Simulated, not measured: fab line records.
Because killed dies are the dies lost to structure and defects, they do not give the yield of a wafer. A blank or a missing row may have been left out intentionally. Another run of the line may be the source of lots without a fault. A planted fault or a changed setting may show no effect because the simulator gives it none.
A lot that was struck, set against a sound lot + flow sfqLine + 25 steps out of a route of 325
Sound: these wafers, L828.2, L828.5, L828.6. Struck: wafers L838.1, L838.3, L838.4. The cause comes at the end.
At each step with rows: each side's tool, then ch and its chambers, then its first start. Under that, the readings that differ: sound wafers + struck wafers + difference of the means + sigmas: that difference in standard deviations of wafers without a fault.
alike: readings with means less than 2 such deviations apart, plus words and numbers identical on both sides. not compared: withheld readings, readings lacking a value on some wafer, bounds such as >300 that could conceal the same value, and numbers that have no deviation in the record and whose values overlap.
Wherever a step has rows on one side only, a row that says differs or no value, or a row with sigmas, the two part there. When numbers do not overlap yet have no deviation, they are printed without sigmas and do not part them. Lack of a reading on every wafer of one side parts them only where that side has two or more wafers.

first, 1 step without rows for these wafers: SFQ_TRILAYER_M7_BARC_OPEN_METAL_ETCH_229 (etches BARC in O2, target depth 125 nm, time 41.7 s).
SFQ_TRILAYER_M7_ETCH_METAL_ETCH_180: etches Nb in Cl2/Ar, stops on SiO2, target depth 240 nm, time 120 s.
  sound on rieMetal-01 ch 0,1, day 78 00:20; struck on rieMetal-03 ch 0,1, day 80 18:27
  alike: drypumpMotorCurrentA, oesProductAu, rfFwdPowerW
  not compared: rfHoursCounterH
SFQ_TRILAYER_M7_STRIP_STRIP_181: strips in O2.
  sound on rieMetal-01 ch 0,1, day 78 00:28; struck on rieMetal-03 ch 0,1, day 80 18:34
  alike: drypumpMotorCurrentA, oesProductAu
  not compared: rfHoursCounterH
then, 2 steps without rows for these wafers: SFQ_TRILAYER_M7_STRIP_SOLV_CLEAN_182 (cleans in NMP, time 600 s); SFQ_TRILAYER_I7_DEP_PECVD_183 (deposits SiO2 from SiH4/N2O, time 111.11 s, target thk 500 nm).
SFQ_TRILAYER_I7_CMP_CMP_184: polishes SiO2.
  sound on cmp-02 ch 2,3, day 78 01:49; struck on cmp-01 ch 0,1,3, day 80 20:01
  alike: motorCurrentA, slurryFilterDpKPa, timeToEndpointS
SFQ_I7_BOW_MEAS_946:
  sound on filmMetro-03, day 78 04:20; struck on filmMetro-01, day 80 23:01
  alike: I7_BOW
SFQ_TRILAYER_I7_METRO_MEASURE_185:
  sound on filmMetro-03, day 78 04:38; struck on filmMetro-01, day 80 23:08
  alike: thkNm
then, 4 steps without rows for these wafers: SFQ_TRILAYER_I7_VIA_LITHO_COAT_192 (resist thk 62 nm); SFQ_TRILAYER_I7_VIA_LITHO_COAT_187 (resist thk 650 nm); SFQ_TRILAYER_I7_VIA_LITHO_SOFTBAKE_191; SFQ_TRILAYER_I7_VIA_LITHO_EXPOSE_188 (exposes mask I7, target cd 1000 nm).
-- the record jumps here: 4 days lie between the struck wafers' starts before and after --
SFQ_TRILAYER_I7_VIA_LITHO_PEB_190: peb time 60 s.
  sound on lithoTrack-01 ch 0, day 78 21:39; struck on lithoTrack-03 ch 0, day 84 19:54
| reading               | sound             | struck               | difference | sigmas      |
|-----------------------|-------------------|----------------------|------------|-------------|
| heaterPowerTotalW (W) | 79.06 79.21 79.13 | 112.92 112.77 112.66 | +33.65     | +99 or more |
  alike: resistLineTempC
then, 1 step without rows for these wafers: SFQ_TRILAYER_I7_VIA_LITHO_DEVELOP_189 (time 60 s).
SFQ_I7_OVL_MEAS_947:
  sound on overlay-01, day 78 21:56; struck on overlay-01, day 84 20:12
| reading     | sound | struck | difference                    | sigmas |
|-------------|-------|--------|-------------------------------|--------|
| I7_OVL (nm) | 2 5 0 | - - -  | no value on the struck wafers |        |
SFQ_TRILAYER_I7_VIA_BARC_OPEN_VIA_ETCH_260: etches BARC in O2, target depth 125 nm, time 41.7 s.
  sound on rieDiel-01 ch 0,1, day 78 21:58; struck on rieDiel-04 ch 0,3, day 84 20:14
  alike: drypumpMotorCurrentA, oesProductAu, rfFwdPowerW
  not compared: rfHoursCounterH
then, 7 steps without rows for these wafers: SFQ_TRILAYER_I7_VIA_ETCH_VIA_ETCH_190 (etches SiO2 in CHF3, stops on Nb, target depth 260 nm); SFQ_TRILAYER_I7_VIA_STRIP_STRIP_191 (strips in O2); SFQ_TRILAYER_I7_VIA_STRIP_SOLV_CLEAN_192 (cleans in NMP, time 600 s); SFQ_TRILAYER_M8_LITHO_LOR_COAT_197; SFQ_TRILAYER_M8_LITHO_LOR_BAKE_198; SFQ_TRILAYER_M8_LITHO_COAT_193 (resist thk 600 nm); SFQ_TRILAYER_M8_LITHO_SOFTBAKE_199.
SFQ_TRILAYER_M8_LITHO_EXPOSE_194: exposes mask M8, target cd 2000 nm.
  sound on krfScanner-02 ch 0, day 83 00:54; struck on krfScanner-01, day 84 22:28
  no value came back on the struck wafers for exposureDoseMJCm2, focusOffsetNm (nm), sigmaOuter; on the sound wafers exposureDoseMJCm2 reads 14.390 14.417 14.396
  alike: mask
then, 1 step without rows for these wafers: SFQ_TRILAYER_M8_LITHO_PEB_196 (peb time 60 s).

== WHERE THEY PART ==
Last at SFQ_TRILAYER_M8_LITHO_EXPOSE_194 as far as this record goes, first at SFQ_TRILAYER_I7_VIA_LITHO_PEB_190.

WHY: what had been put in by the simulator
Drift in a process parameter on lithoTrack-03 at SFQ_TRILAYER_I7_VIA_LITHO_PEB_190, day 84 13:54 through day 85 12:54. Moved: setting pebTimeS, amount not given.
